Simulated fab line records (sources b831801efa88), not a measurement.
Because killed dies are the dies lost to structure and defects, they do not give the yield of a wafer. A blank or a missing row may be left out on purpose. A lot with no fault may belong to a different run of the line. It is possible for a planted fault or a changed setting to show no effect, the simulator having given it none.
The tool behind it: which one? / flow sky130 / Sampling: 15 lots, 45 wafers, 3 of 708 route steps

WHAT THE GAUGES SHOWED, per wafer
SKY_VT_ADJUST_HVTR_OVL_MEAS_08. Usual: VT_ADJUST_HVTR_OVL gives 1.2 nm (standard deviation 1.3).
lot=L926; measured=day 9 13:49; on=overlay-01; VT_ADJUST_HVTR_OVL (nm)=0.2 0.9 3.1; flag=
lot=L927; measured=day 9 20:19; on=overlay-01; VT_ADJUST_HVTR_OVL (nm)=0.7 2.5 1.8; flag=
lot=L931; measured=day 10 23:40; on=overlay-01; VT_ADJUST_HVTR_OVL (nm)=-0.7 -0.4 -1.2; flag=
lot=L933; measured=day 11 15:14; on=overlay-01; VT_ADJUST_HVTR_OVL (nm)=1.5 2.1 0.9; flag=
lot=L934; measured=day 12 03:35; on=overlay-02; VT_ADJUST_HVTR_OVL (nm)=0.2 0.8 0.8; flag=
lot=L935; measured=day 12 10:48; on=overlay-02; VT_ADJUST_HVTR_OVL (nm)=1.6 2.9 0.7; flag=
lot=L936; measured=day 12 17:51; on=overlay-02; VT_ADJUST_HVTR_OVL (nm)=0.9 2.8 1.1; flag=
lot=L939; measured=day 13 09:39; on=overlay-01; VT_ADJUST_HVTR_OVL (nm)=0.7 0.2 2.1; flag=
lot=L940; measured=day 13 19:12; on=overlay-02; VT_ADJUST_HVTR_OVL (nm)=1.7 1.6 1.9; flag=
lot=L941; measured=day 14 04:22; on=overlay-01; VT_ADJUST_HVTR_OVL (nm)=2.3 0.0 3.4; flag=
lot=L942; measured=day 14 11:58; on=overlay-01; VT_ADJUST_HVTR_OVL (nm)=0.2 0.1 0.4; flag=
lot=L945; measured=day 15 14:52; on=overlay-02; VT_ADJUST_HVTR_OVL (nm)=0.7 1.4 0.0; flag=
lot=L947; measured=day 16 02:27; on=overlay-02; VT_ADJUST_HVTR_OVL (nm)=1.0 0.2 -0.7; flag=
lot=L948; measured=day 16 04:19; on=overlay-02; VT_ADJUST_HVTR_OVL (nm)=1.4 0.8 1.4; flag=
lot=L949; measured=day 16 10:38; on=overlay-01; VT_ADJUST_HVTR_OVL (nm)=1.8 2.4 2.9; flag=

SKY_POLY_GATE_OVL_MEAS_14. Usual: POLY_GATE_OVL gives -2 nm (standard deviation 4.5).
lot=L926; measured=day 16 11:12; on=overlay-01; POLY_GATE_OVL (nm)=4 1 3; flag=
lot=L927; measured=day 16 18:02; on=overlay-01; POLY_GATE_OVL (nm)=-5 -2 -2; flag=
lot=L931; measured=day 18 03:34; on=overlay-02; POLY_GATE_OVL (nm)=5 3 7; flag=
lot=L933; measured=day 19 06:02; on=overlay-02; POLY_GATE_OVL (nm)=9 -2 5; flag=
lot=L934; measured=day 19 17:29; on=overlay-01; POLY_GATE_OVL (nm)=-11 -7 -3; flag=
lot=L935; measured=day 20 08:46; on=overlay-02; POLY_GATE_OVL (nm)=-15 -9 -5; flag=
lot=L936; measured=day 20 15:15; on=overlay-01; POLY_GATE_OVL (nm)=-4 -4 -1; flag=
lot=L939; measured=day 21 09:34; on=overlay-02; POLY_GATE_OVL (nm)=-8 -3 -5; flag=
lot=L940; measured=day 22 05:43; on=overlay-02; POLY_GATE_OVL (nm)=-6 -6 -9; flag=
lot=L941; measured=day 22 06:20; on=overlay-01; POLY_GATE_OVL (nm)=6 -4 -4; flag=
lot=L942; measured=day 22 12:31; on=overlay-01; POLY_GATE_OVL (nm)=-5 -1 0; flag=
lot=L945; measured=day 23 18:15; on=overlay-01; POLY_GATE_OVL (nm)=5 5 4; flag=
lot=L947; measured=day 24 08:04; on=overlay-01; POLY_GATE_OVL (nm)=3 -3 3; flag=
lot=L948; measured=day 24 09:37; on=overlay-01; POLY_GATE_OVL (nm)=-3 -4 -4; flag=
lot=L949; measured=day 24 12:23; on=overlay-01; POLY_GATE_OVL (nm)=2 -2 2; flag=

WHAT TOOL EACH LOT RAN ON (gives the tool, then ch and the chambers of the sampled wafers, and finally the start)
lot=L926; SKY_VT_ADJUST_NCORE_EXPOSE_04=iline stepper-01 ch 0, day 8 06:58
lot=L927; SKY_VT_ADJUST_NCORE_EXPOSE_04=iline stepper-01 ch 0, day 8 13:34
lot=L931; SKY_VT_ADJUST_NCORE_EXPOSE_04=iline stepper-01 ch 0, day 9 14:59
lot=L933; SKY_VT_ADJUST_NCORE_EXPOSE_04=iline stepper-01 ch 0, day 10 04:11
lot=L934; SKY_VT_ADJUST_NCORE_EXPOSE_04=iline stepper-01 ch 0, day 10 15:48
lot=L935; SKY_VT_ADJUST_NCORE_EXPOSE_04=iline stepper-02 ch 0, day 10 23:04
lot=L936; SKY_VT_ADJUST_NCORE_EXPOSE_04=iline stepper-01 ch 0, day 11 05:33
lot=L939; SKY_VT_ADJUST_NCORE_EXPOSE_04=iline stepper-01 ch 0, day 11 19:32
lot=L940; SKY_VT_ADJUST_NCORE_EXPOSE_04=iline stepper-01, day 12 04:43
lot=L941; SKY_VT_ADJUST_NCORE_EXPOSE_04=iline stepper-01, day 12 14:27
lot=L942; SKY_VT_ADJUST_NCORE_EXPOSE_04=iline stepper-01, day 12 20:17
lot=L945; SKY_VT_ADJUST_NCORE_EXPOSE_04=iline stepper-01 ch 0, day 13 23:08
lot=L947; SKY_VT_ADJUST_NCORE_EXPOSE_04=iline stepper-01 ch 0, day 14 09:49
lot=L948; SKY_VT_ADJUST_NCORE_EXPOSE_04=iline stepper-01 ch 0, day 14 12:17
lot=L949; SKY_VT_ADJUST_NCORE_EXPOSE_04=iline stepper-01 ch 0, day 14 18:06
- SKY_VT_ADJUST_NCORE_EXPOSE_04: exposes mask LVTN COMPLEMENT THIN, target cd 380 nm.

AS READ BY THE TOOLS THEMSELVES (means over the sampled wafers that have a number; for cases with no such wafer, the mark the record gives instead)
SKY_VT_ADJUST_NCORE_EXPOSE_04. Usual: exposure dose mJ cm2 138.98, standard deviation 0.13; focus offset nm 0.0 nm, standard deviation 0.55.
lot=L926; tool=iline stepper-01; exposure dose mJ cm2=139.02; focus offset nm (nm)=-0.2; flag=
lot=L927; tool=iline stepper-01; exposure dose mJ cm2=139.07; focus offset nm (nm)=-0.1; flag=
lot=L931; tool=iline stepper-01; exposure dose mJ cm2=138.94; focus offset nm (nm)=0.0; flag=
lot=L933; tool=iline stepper-01; exposure dose mJ cm2=139.01; focus offset nm (nm)=-0.6; flag=
lot=L934; tool=iline stepper-01; exposure dose mJ cm2=139.17; focus offset nm (nm)=0.5; flag=
lot=L935; tool=iline stepper-02; exposure dose mJ cm2=138.88; focus offset nm (nm)=0.3; flag=
lot=L936; tool=iline stepper-01; exposure dose mJ cm2=139.08; focus offset nm (nm)=-0.6; flag=
lot=L939; tool=iline stepper-01; exposure dose mJ cm2=138.87; focus offset nm (nm)=0.3; flag=
lot=L940; tool=iline stepper-01; exposure dose mJ cm2=-; focus offset nm (nm)=-; flag=OFF
lot=L941; tool=iline stepper-01; exposure dose mJ cm2=-; focus offset nm (nm)=-; flag=OFF
lot=L942; tool=iline stepper-01; exposure dose mJ cm2=-; focus offset nm (nm)=-; flag=OFF
lot=L945; tool=iline stepper-01; exposure dose mJ cm2=139.09; focus offset nm (nm)=0.3; flag=
lot=L947; tool=iline stepper-01; exposure dose mJ cm2=139.06; focus offset nm (nm)=-0.0; flag=
lot=L948; tool=iline stepper-01; exposure dose mJ cm2=138.89; focus offset nm (nm)=-0.4; flag=
lot=L949; tool=iline stepper-01; exposure dose mJ cm2=139.00; focus offset nm (nm)=0.1; flag=

THE ANSWER, worked out from the rows above alone
Rule: a lot counts as off when the mean over its wafers that have a number is more than 3 standard deviations away from the usual mean. A lot without any number at a reading at which 4 lots or more have one is off too. Any other lot the step has rows for is counted as sound. First the gauges in route order, then the tools' own readings, where a lot's mean is used as printed above. The first step at which some lot is off is used, and at that step the reading that is off furthest; a lot without a number counts as furthest.
Off, at SKY_VT_ADJUST_NCORE_EXPOSE_04 on exposure dose mJ cm2: L940, L941, L942. Without a number there: L940, L941, L942.
A tool fits if, at that step or a process step before it, it ran every lot that is off, and no sound lot after the first of them. None of those tried fits.

WHAT THE SIMULATOR HAD PUT IN
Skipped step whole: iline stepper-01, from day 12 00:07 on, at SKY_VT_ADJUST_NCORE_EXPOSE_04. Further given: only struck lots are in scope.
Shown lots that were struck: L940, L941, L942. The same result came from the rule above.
